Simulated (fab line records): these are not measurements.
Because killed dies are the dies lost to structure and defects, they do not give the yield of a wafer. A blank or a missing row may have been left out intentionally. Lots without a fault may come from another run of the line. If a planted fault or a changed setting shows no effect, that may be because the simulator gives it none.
The tool behind it: which one? || flow sky130 || 33 wafers from 11 lots sampled at 4 of the route's 708 steps

## WHAT THE GAUGES READ, wafer by wafer
SKY_METAL1_OVL_MEAS_16. Usual: METAL1_OVL gives 0 nm (standard deviation 5.5).
{"lot": "L753", "measured": "day 33 03:10", "on": "overlay-02", "METAL1_OVL (nm)": "7 14 10", "flag": ""}
{"lot": "L754", "measured": "day 33 04:49", "on": "overlay-02", "METAL1_OVL (nm)": "1 4 -1", "flag": ""}
{"lot": "L758", "measured": "day 35 06:08", "on": "overlay-02", "METAL1_OVL (nm)": "-4 4 -2", "flag": ""}
{"lot": "L759", "measured": "day 35 08:35", "on": "overlay-01", "METAL1_OVL (nm)": "0 4 -1", "flag": ""}
{"lot": "L760", "measured": "day 35 10:04", "on": "overlay-01", "METAL1_OVL (nm)": "9 20 5", "flag": ""}
{"lot": "L762", "measured": "day 36 04:31", "on": "overlay-01", "METAL1_OVL (nm)": "5 5 11", "flag": ""}
{"lot": "L768", "measured": "day 37 16:53", "on": "overlay-01", "METAL1_OVL (nm)": "8 6 2", "flag": ""}
{"lot": "L770", "measured": "day 38 02:52", "on": "overlay-01", "METAL1_OVL (nm)": "-2 5 -2", "flag": ""}
{"lot": "L773", "measured": "day 39 05:04", "on": "overlay-02", "METAL1_OVL (nm)": "-1 3 -3", "flag": ""}
{"lot": "L775", "measured": "day 39 19:11", "on": "overlay-01", "METAL1_OVL (nm)": "-4 -5 1", "flag": ""}
{"lot": "L776", "measured": "day 40 02:14", "on": "overlay-02", "METAL1_OVL (nm)": "0 -7 -2", "flag": ""}

SKY_VIA1_CD_MEAS_12: the cd target is 150 nm. Usual: 149.8 nm for cdNm, sd 1.6.
{"lot": "L753", "measured": "day 34 07:12", "on": "cdSem-01", "cdNm (nm)": "149.6 149.5 149.9", "flag": ""}
{"lot": "L754", "measured": "day 34 09:25", "on": "cdSem-01", "cdNm (nm)": "151.4 149.6 149.8", "flag": ""}
{"lot": "L758", "measured": "day 36 09:23", "on": "cdSem-02", "cdNm (nm)": "148.9 148.7 148.6", "flag": ""}
{"lot": "L759", "measured": "day 36 12:40", "on": "cdSem-02", "cdNm (nm)": "152.9 150.4 152.8", "flag": ""}
{"lot": "L760", "measured": "day 36 13:55", "on": "cdSem-02", "cdNm (nm)": "150.4 150.6 151.5", "flag": ""}
{"lot": "L762", "measured": "day 37 07:44", "on": "cdSem-02", "cdNm (nm)": "147.8 149.1 149.2", "flag": ""}
{"lot": "L768", "measured": "day 38 20:39", "on": "cdSem-01", "cdNm (nm)": "151.7 150.3 150.7", "flag": ""}
{"lot": "L770", "measured": "day 39 06:09", "on": "cdSem-01", "cdNm (nm)": "149.7 150.9 151.1", "flag": ""}
{"lot": "L773", "measured": "day 40 07:07", "on": "cdSem-02", "cdNm (nm)": "149.4 149.8 149.0", "flag": ""}
{"lot": "L775", "measured": "day 40 20:50", "on": "cdSem-02", "cdNm (nm)": "151.9 151.9 150.3", "flag": ""}
{"lot": "L776", "measured": "day 41 04:00", "on": "cdSem-02", "cdNm (nm)": "151.2 150.5 152.8", "flag": ""}

SKY_METAL2_THK_MEAS_06: measures by xrf. Usual: METAL2_ALCU_THK gives 247 nm (standard deviation 4).
{"lot": "L753", "measured": "day 34 08:55", "on": "filmMetro-03", "METAL2_ALCU_THK (nm)": "242 243 248", "flag": ""}
{"lot": "L754", "measured": "day 34 11:08", "on": "filmMetro-02", "METAL2_ALCU_THK (nm)": "253 252 252", "flag": ""}
{"lot": "L758", "measured": "day 36 11:08", "on": "filmMetro-02", "METAL2_ALCU_THK (nm)": "249 248 247", "flag": ""}
{"lot": "L759", "measured": "day 36 14:50", "on": "filmMetro-01", "METAL2_ALCU_THK (nm)": "242 251 244", "flag": ""}
{"lot": "L760", "measured": "day 36 15:59", "on": "filmMetro-01", "METAL2_ALCU_THK (nm)": "247 245 243", "flag": ""}
{"lot": "L762", "measured": "day 37 09:28", "on": "filmMetro-03", "METAL2_ALCU_THK (nm)": "241 244 238", "flag": ""}
{"lot": "L768", "measured": "day 38 22:26", "on": "filmMetro-02", "METAL2_ALCU_THK (nm)": "267 242 274", "flag": "OFF"}
{"lot": "L770", "measured": "day 39 08:02", "on": "filmMetro-02", "METAL2_ALCU_THK (nm)": "273 247 275", "flag": "OFF"}
{"lot": "L773", "measured": "day 40 08:55", "on": "filmMetro-03", "METAL2_ALCU_THK (nm)": "242 242 251", "flag": ""}
{"lot": "L775", "measured": "day 40 22:35", "on": "filmMetro-01", "METAL2_ALCU_THK (nm)": "247 247 245", "flag": ""}
{"lot": "L776", "measured": "day 41 06:04", "on": "filmMetro-01", "METAL2_ALCU_THK (nm)": "243 250 250", "flag": ""}

## EACH LOT AND THE TOOL THAT RAN IT (in order: tool; ch and the chambers of the sampled wafers; start)
{"lot": "L753", "SKY_METAL2_SPUTTER_04": "pvdSputter-01, day 34 08:44"}
{"lot": "L754", "SKY_METAL2_SPUTTER_04": "pvdSputter-02, day 34 10:58"}
{"lot": "L758", "SKY_METAL2_SPUTTER_04": "pvdSputter-03, day 36 10:56"}
{"lot": "L759", "SKY_METAL2_SPUTTER_04": "pvdSputter-01, day 36 14:40"}
{"lot": "L760", "SKY_METAL2_SPUTTER_04": "pvdSputter-02, day 36 15:48"}
{"lot": "L762", "SKY_METAL2_SPUTTER_04": "pvdSputter-01, day 37 09:18"}
{"lot": "L768", "SKY_METAL2_SPUTTER_04": "pvdSputter-01, day 38 22:15"}
{"lot": "L770", "SKY_METAL2_SPUTTER_04": "pvdSputter-01, day 39 07:52"}
{"lot": "L773", "SKY_METAL2_SPUTTER_04": "pvdSputter-02, day 40 08:45"}
{"lot": "L775", "SKY_METAL2_SPUTTER_04": "pvdSputter-03, day 40 22:23"}
{"lot": "L776", "SKY_METAL2_SPUTTER_04": "pvdSputter-03, day 41 05:54"}
- SKY_METAL2_SPUTTER_04: material TiN, target thk 70 nm, time 58.3 s.

## AS READ BY THE TOOLS THEMSELVES (means over the sampled wafers that have a number; for cases with no such wafer, the mark the record gives instead)
SKY_METAL2_SPUTTER_04. Usual: 29.5 % for throttleValvePct, sd 0.91.
{"lot": "L753", "tool": "pvdSputter-01", "throttleValvePct (%)": 29.7, "flag": ""}
{"lot": "L754", "tool": "pvdSputter-02", "throttleValvePct (%)": 29.8, "flag": ""}
{"lot": "L758", "tool": "pvdSputter-03", "throttleValvePct (%)": 29.1, "flag": ""}
{"lot": "L759", "tool": "pvdSputter-01", "throttleValvePct (%)": 29.4, "flag": ""}
{"lot": "L760", "tool": "pvdSputter-02", "throttleValvePct (%)": 29.3, "flag": ""}
{"lot": "L762", "tool": "pvdSputter-01", "throttleValvePct (%)": 30.3, "flag": ""}
{"lot": "L768", "tool": "pvdSputter-01", "throttleValvePct (%)": 30.1, "flag": ""}
{"lot": "L770", "tool": "pvdSputter-01", "throttleValvePct (%)": 29.4, "flag": ""}
{"lot": "L773", "tool": "pvdSputter-02", "throttleValvePct (%)": 29.7, "flag": ""}
{"lot": "L775", "tool": "pvdSputter-03", "throttleValvePct (%)": 29.3, "flag": ""}
{"lot": "L776", "tool": "pvdSputter-03", "throttleValvePct (%)": 29.4, "flag": ""}

## THE ANSWER, worked out from the rows above alone
Rule: take the mean of a lot's wafers that have a number; if it is more than 3 standard deviations from the usual mean, the lot is off. Also off: a lot with no number at a reading for which 4 or more lots have one. The other lots that the step has rows for count as sound. The gauges are gone through in route order, then the tools' own readings, and for those a lot's mean is taken as printed above. The first step at which some lot is off is used, and at that step the reading that is off furthest; a lot without a number counts as furthest.
Off: at SKY_METAL2_THK_MEAS_06 (METAL2_ALCU_THK), L768, L770.
If a tool, at a process step before that reading, ran all the lots that are off and no sound lot after the first of them, it fits. Gauges at SKY_METAL2_THK_MEAS_06: tried the same way as those tools. Can't be told from this: 2 tools fit, pvdSputter-01 at SKY_METAL2_SPUTTER_04, filmMetro-02 at SKY_METAL2_THK_MEAS_06.

## WHAT HAD BEEN PUT IN BY THE SIMULATOR
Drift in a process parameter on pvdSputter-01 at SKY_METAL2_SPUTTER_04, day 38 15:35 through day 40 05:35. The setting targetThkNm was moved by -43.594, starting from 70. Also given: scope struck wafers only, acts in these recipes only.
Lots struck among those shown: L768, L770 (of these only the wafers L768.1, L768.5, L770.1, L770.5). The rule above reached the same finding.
